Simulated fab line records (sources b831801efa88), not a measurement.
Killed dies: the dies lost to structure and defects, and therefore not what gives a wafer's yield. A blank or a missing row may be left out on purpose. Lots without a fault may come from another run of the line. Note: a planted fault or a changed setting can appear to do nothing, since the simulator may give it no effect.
8D (eight disciplines) problem report, filled in by code    flow sky130    the parts of the form that need people (team, actions taken, sign-off) are left out

## 1. WHAT WENT WRONG
Mean of dose_ions_cm2 at SKY_LDD_LDN_IMPLANT_09: 9.26e+12 across 6 wafers in 2 lots; on wafers with no fault it is 1.25e+13 (standard deviation 1.2e+10). That is -99 or more standard deviations from the usual mean.
First seen on wafer L515.1, day 27 03:07, on implanter-04. At this step, 36 wafers from 12 lots have a number in the record. The rule behind "out" and "out of limits": a value lying over 4 standard deviations away from the usual mean. All remaining wafers that have a number are taken as sound.

## 2. WHAT IT IS AND WHAT IT IS NOT
question                     is                                 is not
which readings at this step  dose_ions_cm2, faraday_current_uA  beam_on_s
which lots                   L515, L516                         L503, L504, L508, L509, L510, L511, L518, L523, L525, L526
which wafers of those lots   all that have a number             -
read on which tools          implanter-04                       implanter-01, implanter-02
when                         from day 27 03:07                  up to then (18 sound wafers); but 12 sound wafers of L518, L523, L525, L526 came after

## 3. THE SUSPECTS, EACH WITH WHAT RULES IT OUT
Counting: a tool at any process step up to the reading remains a suspect when it ran all the lots that are out and ran no sound lot after the first of those.
- implanter-04 at SKY_LDD_LDN_IMPLANT_09: kept. Every lot that is out went through it, starting with L515 (day 27 03:07), and after that it ran no sound lot; the last sound lot it ran before then is L511 (day 25 22:11). Its own dose_ions_cm2, faraday_current_uA readings are out on those wafers.
After counting, what remains is implanter-04 at SKY_LDD_LDN_IMPLANT_09.

## 4. THE CAUSE (what the simulator had put in)
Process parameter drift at SKY_LDD_LDN_IMPLANT_09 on implanter-04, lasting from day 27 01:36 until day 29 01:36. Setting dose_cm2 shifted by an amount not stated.
After counting, this tool was the only one left.

## 5. THE CHAIN OF EFFECTS, in route order
Each row: a reading where the mean over the struck wafers with a number is more than 3 standard deviations away from the usual. Readings are gone through only where the record gives a usual standard deviation; hours: the median, over the lots, of the time from a lot's start at the first step in this table giving one to that lot's start at this step; sigmas: the change measured in usual standard deviations.
hours  step                    reading             usual     on struck wafers  change     sigmas
0      SKY_LDD_LDN_IMPLANT_09  dose_ions_cm2       1.25e+13  9.26e+12          -3.24e+12  -99 or more
0      SKY_LDD_LDN_IMPLANT_09  faraday_current_uA  70.6      53.3              -17.3      -12
It contains these process steps:
- SKY_LDD_LDN_IMPLANT_09

## 6. HOW IT WOULD HAVE BEEN CAUGHT EARLIER
First out-of-limits reading in this record: day 27 03:07, which is 2 hours after fault onset at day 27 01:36.
